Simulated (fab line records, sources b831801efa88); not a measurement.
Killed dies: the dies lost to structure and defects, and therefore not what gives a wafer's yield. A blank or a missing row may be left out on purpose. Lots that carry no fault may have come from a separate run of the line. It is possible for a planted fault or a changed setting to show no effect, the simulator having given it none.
Problem report in the 8D (eight disciplines) form, filled by code / flow gf180mcu / the parts of the form that need people (team, actions taken, sign-off) are left out

1. WHAT WENT WRONG
chamberPressurePa at GF_M4_SPUTTER_00 reads a mean of 2.095 Pa on 6 wafers of 2 lots; wafers without a fault read 1.999 Pa with a standard deviation of 0.0036. That puts it +27 standard deviations away from the usual mean.
The step: material Ti, target thk 37.5 nm, time 150 s.
First seen on wafer L491.1, day 26 07:22, on pvdSputter-02. At this step, 39 wafers from 13 lots have a number in the record. Rule for "out", or "out of limits": more than 4 standard deviations from the usual mean. All remaining wafers that have a number are taken as sound.

2. WHAT IT IS; WHAT IT IS NOT
question=which readings at this step | is=chamberPressurePa | is not=throttleValvePct
question=which lots | is=L491, L492 | is not=L482, L484, L485, L487, L488, L489, L493, L498, L501, L504, L505
question=which wafers of those lots | is=all that have a number | is not=-
question=read on which tools | is=pvdSputter-02 | is not=pvdSputter-03, pvdSputter-04
question=when | is=from day 26 07:22 | is not=up to then (18 sound wafers); but 15 sound wafers of L493, L498, L501, L504, L505 came after

3. WHAT RULES OUT EACH SUSPECT
Counting: a tool stays on the suspect list if, at a process step up to the reading, it processed all lots that are out and no sound lot following the first of them.
- pvdSputter-02 at GF_M4_SPUTTER_00 (material Ti, target thk 37.5 nm, time 150 s): kept. It processed each lot that is out, first L491 at day 26 07:22, and no sound lot thereafter; up to then, the last sound lot it processed was L489 at day 25 11:09. Its own chamberPressurePa readings are out on those wafers.
The count leaves pvdSputter-02 at GF_M4_SPUTTER_00.

4. THE CAUSE (what the simulator had put in)
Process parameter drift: pvdSputter-02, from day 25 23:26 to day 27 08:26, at GF_M4_SPUTTER_00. The setting chamberPressurePa was moved by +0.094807, starting from 2. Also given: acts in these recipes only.
Counting left only this tool.

5. SEQUENCE OF EFFECTS, ordered by route
Each row: a reading whose mean over the struck wafers that have a number lies more than 3 standard deviations from the usual. Only readings whose record carries a usual standard deviation are examined. hours: median over the lots of the time between each lot's start at the first step of this table that gives one and its start at this step. sigmas: the change, counted in usual standard deviations.
hours=0; step=GF_M4_SPUTTER_00; reading=chamberPressurePa; usual=1.999 Pa; on struck wafers=2.095; change=+0.096; sigmas=+27
The process steps in it:
- GF_M4_SPUTTER_00: material Ti, target thk 37.5 nm, time 150 s.

6. HOW IT WOULD HAVE BEEN CAUGHT EARLIER
First out-of-limits reading in this record: day 26 07:22, which is 8 hours after fault onset at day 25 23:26.
